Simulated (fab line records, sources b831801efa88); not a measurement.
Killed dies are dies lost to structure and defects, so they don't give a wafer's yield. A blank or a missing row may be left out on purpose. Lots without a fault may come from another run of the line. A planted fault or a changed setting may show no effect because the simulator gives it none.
Chamber matching | flow gf180mcu | GF_V4_CMP_26 on cmp-02: 4 sister chambers
The step polishes, stops on SiO2, t overpolish 15 s, target thk 0 nm. 8 wafers are shown with their chamber, then 8 later ones without.

WAFERS WITH THEIR CHAMBER
wafer  | chamber | motor_current_A (A) | slurry_filter_dp_kPa (kPa)
L960.1 | 2       | 9.7                 | 13.60
L965.4 | 2       | 9.6                 | 13.30
L967.2 | 1       | 12.0                | 13.33
L967.5 | 1       | 12.1                | 13.69
L968.2 | 3       | 10.1                | 13.66
L968.4 | 0       | 11.8                | 13.69
L968.6 | 3       | 10.2                | 13.47
L970.1 | 0       | 11.9                | 13.66

WAFERS WITHOUT THEIR CHAMBER
wafer  | motor_current_A (A) | slurry_filter_dp_kPa (kPa)
L970.2 | 9.8                 | 13.51
L970.3 | 9.4                 | 13.44
L971.1 | 11.8                | 13.24
L971.4 | 9.6                 | 13.41
L971.5 | 12.2                | 13.27
L974.2 | 11.8                | 13.51
L974.3 | 12.2                | 13.54
L974.4 | 9.1                 | 13.55

WHICH CHAMBER EACH WENT THROUGH
wafer  | from the rows above     | in truth
L970.2 | 2                       | 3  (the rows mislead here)
L970.3 | 2                       | 2
L971.1 | can't be placed: 0 or 1 | 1
L971.4 | 2                       | 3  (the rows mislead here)
L971.5 | 1                       | 1
L974.2 | 0                       | 0
L974.3 | 1                       | 1
L974.4 | 2                       | 2
Placed correctly: 5 of 8. Can't be placed from these rows: 1 (the true chamber is among the candidates in 1). Placed wrongly: 2.
How it was worked out, from the rows above alone: a wafer's distance from a chamber is the root of the sum, over the readings, of the square of ((its reading less the chamber's mean) divided by the reading's scatter). The wafer belongs to the nearest chamber; if the next one is less than 2 further off, it can't be placed. A chamber's mean is the mean of its shown wafers. The scatter: the root of (the sum of the squares of (reading less its chamber's mean) over the shown wafers, divided by (wafers less chambers)).
